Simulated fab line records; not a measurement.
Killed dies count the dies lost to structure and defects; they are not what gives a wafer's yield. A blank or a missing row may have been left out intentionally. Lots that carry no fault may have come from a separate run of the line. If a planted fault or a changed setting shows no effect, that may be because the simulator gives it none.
Which tool was responsible? -- flow gf180mcu -- 42 wafers sampled from 14 lots at 1 step of a route of 602

## WHAT EACH GAUGE READ, for each wafer
GF_NSD_OVL_MEAS_08. Usual: NSD_OVL gives 1.2 nm (standard deviation 1.4).
lot,measured,on,NSD_OVL (nm),flag
L248,day 13 04:37,overlay-01,3.8 0.9 2.0,
L249,day 13 22:52,overlay-02,2.3 2.6 3.0,
L251,day 14 05:23,overlay-02,1.8 1.5 1.2,
L252,day 14 21:13,overlay-01,0.6 0.1 -2.7,
L255,day 15 19:28,overlay-02,0.1 1.3 0.6,
L256,day 16 02:46,overlay-02,0.9 1.4 2.9,
L258,day 16 19:44,overlay-01,2.2 1.9 2.6,
L259,day 17 04:40,overlay-01,3.0 5.1 2.1,
L262,day 18 03:51,overlay-01,3.5 1.4 1.4,
L263,day 18 10:19,overlay-01,0.1 0.4 3.0,
L268,day 20 03:29,overlay-01,-1.3 2.1 -2.1,
L269,day 20 13:00,overlay-01,-0.6 -0.7 0.3,
L270,day 20 21:04,overlay-02,1.0 -0.4 0.7,
L271,day 21 05:26,overlay-01,2.6 1.2 2.5,

## EACH LOT AND THE TOOL THAT RAN IT (in order: tool; ch and the chambers of the sampled wafers; start)
The record holds no process step before these readings.

## AS READ BY THE TOOLS THEMSELVES (means over the sampled wafers that have a number; for cases with no such wafer, the mark the record gives instead)
The record holds no such reading with a usual standard deviation.

## THE ANSWER, worked out from the rows above alone
Rule: lot off if the mean of its wafers having a number is beyond 3 standard deviations from the usual mean. A lot without any number at a reading at which 4 lots or more have one is off too. Any other lot the step has rows for is counted as sound. First the gauges in route order, then the tools' own readings, where a lot's mean is used as printed above. At the first step where some lot is off, the reading lying furthest off is the one used; lots without a number count as furthest.
Nothing can be told from this: no lot is off at any reading shown.

## WHAT THE SIMULATOR HAD INSERTED
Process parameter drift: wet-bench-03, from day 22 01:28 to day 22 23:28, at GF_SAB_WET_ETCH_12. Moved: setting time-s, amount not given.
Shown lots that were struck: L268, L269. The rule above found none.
